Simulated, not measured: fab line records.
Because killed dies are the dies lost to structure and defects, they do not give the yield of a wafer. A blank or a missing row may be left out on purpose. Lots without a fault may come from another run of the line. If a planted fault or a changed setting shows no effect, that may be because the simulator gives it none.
Split-lot trial / flow sfqLine / route with 325 steps; 5 lots, 23 wafers read

== THE SPLIT ==
At SFQ_TRILAYER_C5_LITHO_EXPOSE_152 (exposes mask C5, target cd 500 nm), the setting doseMj was moved away from the recipe's 21.3 on 5 of the 23 wafers read, by -6.9% to -5.0%. All remaining wafers had this setting at the recipe value.

== FROM THE SPLIT TO THE READING: what the file shows between them, 2 steps ==
- SFQ_TRILAYER_C5_LITHO_PEB_154: peb time 60 s
- SFQ_TRILAYER_C5_LITHO_DEVELOP_153: time 60 s

== THE READING ==
C5.cdNm (the simulator's own value, which no gauge read), in nm, at SFQ_TRILAYER_C5_BARC_OPEN_VIA_ETCH_210 (etches BARC in O2, target depth 125 nm, time 41.7 s). No usual value for it is given in the file. Here, 18 wafers ran the recipe; their average is 501.1 nm with a standard deviation of 1.8 nm.

wafer=L078.1; tool, chamber at the split=krfScanner-01, 0; doseMj as run=21.3; against the recipe=recipe; C5.cdNm, nm=504.2; against lot-mates on the recipe=-
wafer=L078.3; tool, chamber at the split=krfScanner-01, 0; doseMj as run=21.3; against the recipe=recipe; C5.cdNm, nm=501.7; against lot-mates on the recipe=-
wafer=L078.4; tool, chamber at the split=krfScanner-01, 0; doseMj as run=21.3; against the recipe=recipe; C5.cdNm, nm=502.1; against lot-mates on the recipe=-
wafer=L078.5; tool, chamber at the split=krfScanner-01, 0; doseMj as run=21.3; against the recipe=recipe; C5.cdNm, nm=503.5; against lot-mates on the recipe=-
wafer=L078.6; tool, chamber at the split=krfScanner-01, 0; doseMj as run=21.3; against the recipe=recipe; C5.cdNm, nm=503.1; against lot-mates on the recipe=-
wafer=L079.3; tool, chamber at the split=krfScanner-02, 0; doseMj as run=21.3; against the recipe=recipe; C5.cdNm, nm=500.9; against lot-mates on the recipe=-
wafer=L079.4; tool, chamber at the split=krfScanner-02, 0; doseMj as run=21.3; against the recipe=recipe; C5.cdNm, nm=501.2; against lot-mates on the recipe=-
wafer=L079.5; tool, chamber at the split=krfScanner-02, 0; doseMj as run=21.3; against the recipe=recipe; C5.cdNm, nm=501.3; against lot-mates on the recipe=-
wafer=L081.1; tool, chamber at the split=krfScanner-01, 0; doseMj as run=21.3; against the recipe=recipe; C5.cdNm, nm=500.9; against lot-mates on the recipe=-
wafer=L081.3; tool, chamber at the split=krfScanner-01, 0; doseMj as run=21.3; against the recipe=recipe; C5.cdNm, nm=500.7; against lot-mates on the recipe=-
wafer=L081.4; tool, chamber at the split=krfScanner-01, 0; doseMj as run=21.3; against the recipe=recipe; C5.cdNm, nm=502.4; against lot-mates on the recipe=-
wafer=L081.5; tool, chamber at the split=krfScanner-01, 0; doseMj as run=21.3; against the recipe=recipe; C5.cdNm, nm=500.4; against lot-mates on the recipe=-
wafer=L081.6; tool, chamber at the split=krfScanner-01, 0; doseMj as run=21.3; against the recipe=recipe; C5.cdNm, nm=501.3; against lot-mates on the recipe=-
wafer=L083.1; tool, chamber at the split=krfScanner-01, 0; doseMj as run=21.3; against the recipe=recipe; C5.cdNm, nm=496.7; against lot-mates on the recipe=-
wafer=L083.2; tool, chamber at the split=krfScanner-01, 0; doseMj as run=19.82; against the recipe=-6.9%; C5.cdNm, nm=487.4; against lot-mates on the recipe=-9.8
wafer=L083.3; tool, chamber at the split=krfScanner-01, 0; doseMj as run=21.3; against the recipe=recipe; C5.cdNm, nm=497.6; against lot-mates on the recipe=-
wafer=L083.5; tool, chamber at the split=krfScanner-01, 0; doseMj as run=19.82; against the recipe=-6.9%; C5.cdNm, nm=486; against lot-mates on the recipe=-11.1
wafer=L083.6; tool, chamber at the split=krfScanner-01, 0; doseMj as run=19.82; against the recipe=-6.9%; C5.cdNm, nm=487.1; against lot-mates on the recipe=-10.0
wafer=L085.1; tool, chamber at the split=krfScanner-01, 0; doseMj as run=20.24; against the recipe=-5.0%; C5.cdNm, nm=492.1; against lot-mates on the recipe=-8.3
wafer=L085.3; tool, chamber at the split=krfScanner-01, 0; doseMj as run=21.3; against the recipe=recipe; C5.cdNm, nm=500.4; against lot-mates on the recipe=-
wafer=L085.4; tool, chamber at the split=krfScanner-01, 0; doseMj as run=21.3; against the recipe=recipe; C5.cdNm, nm=499.1; against lot-mates on the recipe=-
wafer=L085.5; tool, chamber at the split=krfScanner-01, 0; doseMj as run=21.3; against the recipe=recipe; C5.cdNm, nm=501.7; against lot-mates on the recipe=-
wafer=L085.6; tool, chamber at the split=krfScanner-01, 0; doseMj as run=20.24; against the recipe=-5.0%; C5.cdNm, nm=491; against lot-mates on the recipe=-9.4

THE FIT
A straight line over all 23 wafers: C5.cdNm changes by +2.02 nm for each +1% of doseMj; r = +0.95; the points scatter about the line by 1.7 nm.
The same after taking each lot's own level away (the mean of its wafers on the recipe; 23 wafers): +1.55 nm for each +1%; r = +0.98; scatter 0.85 nm.
The reading moves by 11 nm for the largest change in doseMj, on that fit.
Across the lots, their own levels run from 497.15 to 502.92 nm, a range of 3.2 times the standard deviation given above.
So the lot-to-lot level changes the slope: the two fits differ.
Check: with one of the wafers moved furthest among these (-6.9%) left out of the fit, the line predicts -11.2 nm for it against its lot-mates. Against them it came out at -9.75 nm.

== THESE WAFERS: OTHER SPLITS ==
Before the reading, these wafers also passed through other splits. Each is held against what the fit with the lots' levels taken away leaves over:
other split on the same wafers=SFQ_TRILAYER_JJ_TRILAYER_DEP_SPUTTER_112 powerW; wafers away from the commonest value=11; r with C5.cdNm (lot level and that fit taken away)=+0.10
other split on the same wafers=SFQ_TRILAYER_JJ_CE_LITHO_COAT_119 spinRpm; wafers away from the commonest value=7; r with C5.cdNm (lot level and that fit taken away)=+0.35
other split on the same wafers=SFQ_TRILAYER_M5_BARC_OPEN_METAL_ETCH_161 timeS; wafers away from the commonest value=4; r with C5.cdNm (lot level and that fit taken away)=-0.02
other split on the same wafers=SFQ_TRILAYER_R5_ETCH_METAL_ETCH_139 timeS; wafers away from the commonest value=8; r with C5.cdNm (lot level and that fit taken away)=+0.12

== THE FILE'S OWN FIT ==
C5.cdNm changes by +1.58 nm for each +1% of doseMj, r = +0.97.
